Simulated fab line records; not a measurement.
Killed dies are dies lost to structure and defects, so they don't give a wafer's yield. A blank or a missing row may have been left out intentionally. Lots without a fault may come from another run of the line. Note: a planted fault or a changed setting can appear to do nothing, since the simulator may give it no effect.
The same fault as seen by 2 desks + flow gf180mcu + each desk holds nothing but its own numbers, with what lay behind them at the end

== FROM THE METROLOGY DESK ==
What the gauges read, lot by lot, whatever tool the lot ran on: means of the sampled wafers that have a number. A lot is out of limits, marked OUT, if its mean lies more than 4 standard deviations from the usual mean; the brackets give that distance.
Columns: A = cd_nm at GF_NSD_CD_MEAS_07, usual 400.0 nm; B = SALICIDE_TIN_RS at GF_SALICIDE_RS_MEAS_04, usual 16.3 ohm/sq; C = CONTACT_BOW at GF_CONTACT_BOW_MEAS_05, usual 67 um
| lot  | first seen here | A     | B              | C  |
|------|-----------------|-------|----------------|----|
| L722 | day 14 19:31    | 397.5 | 15.7           | 64 |
| L723 | day 15 05:20    | 401.8 | 16.0           | 66 |
| L724 | day 15 10:32    | 395.3 | 16.5           | 71 |
| L725 | day 15 20:12    | 396.5 | 16.5           | 64 |
| L726 | day 16 03:35    | 398.7 | 15.8           | 73 |
| L727 | day 16 10:16    | 402.4 | 16.2           | 68 |
| L729 | day 17 04:11    | 403.3 | 16.0           | 65 |
| L730 | day 17 16:20    | 403.4 | 16.6           | 69 |
| L731 | day 18 02:50    | 401.7 | 16.2           | 62 |
| L732 | day 18 09:58    | 398.4 | 16.3           | 58 |
| L733 | day 18 16:13    | 401.1 | 20.8 (+11) OUT | 56 |
| L734 | day 19 02:52    | 400.3 | 16.8           | 65 |
| L736 | day 19 22:29    | 401.8 | 17.0           | 62 |
| L741 | day 21 13:04    | 398.2 | 20.5 (+10) OUT | 66 |
This desk reports L733, L741 out of limits; the earliest was L733 at day 20 18:27 (SALICIDE_TIN_RS at GF_SALICIDE_RS_MEAS_04). In limits: L722, L723, L724, L725, L726, L727, L729, L730, L731, L732, L734, L736.

== THE TOOL OWNER'S DESK: pvd_sputter-04 ==
The tool's own readings at GF_SALICIDE_SPUTTER_02 (material Co, target thk 10 nm, time 20 s): means of the sampled wafers that have a number, for each lot that ran on this tool. A lot is out of limits, marked OUT, if its mean lies more than 4 standard deviations from the usual mean; the brackets give that distance.
Columns: A = throttle_valve_pct at GF_SALICIDE_SPUTTER_02, usual 29.8 %
| lot  | first seen here | A    |
|------|-----------------|------|
| L723 | day 17 02:57    | 29.3 |
| L724 | day 17 07:53    | 29.8 |
| L727 | day 18 11:05    | 29.8 |
| L730 | day 19 17:16    | 29.9 |
| L732 | day 20 12:43    | 29.7 |
| L733 | day 20 18:20    | 29.6 |
| L741 | day 23 14:44    | 29.4 |
This desk found nothing out of limits on any of the 7 lots.

== ALL TOGETHER ==
L733, L741 would have let the metrology desk raise an alarm at day 20 18:27.
Nothing out of limits was seen by the tool owner's desk.
Tool owner's desk: L733, L741 on record, inside its limits.
Every lot named ran GF_SALICIDE_SPUTTER_02 on pvd_sputter-04.

== WHAT THE SIMULATOR HAD INSERTED ==
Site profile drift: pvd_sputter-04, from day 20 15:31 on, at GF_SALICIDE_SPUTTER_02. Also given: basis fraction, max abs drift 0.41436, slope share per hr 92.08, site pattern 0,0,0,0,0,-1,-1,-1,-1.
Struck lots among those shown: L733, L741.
Hours from the fault's start to each desk's first reading out of limits: the metrology desk, 3.
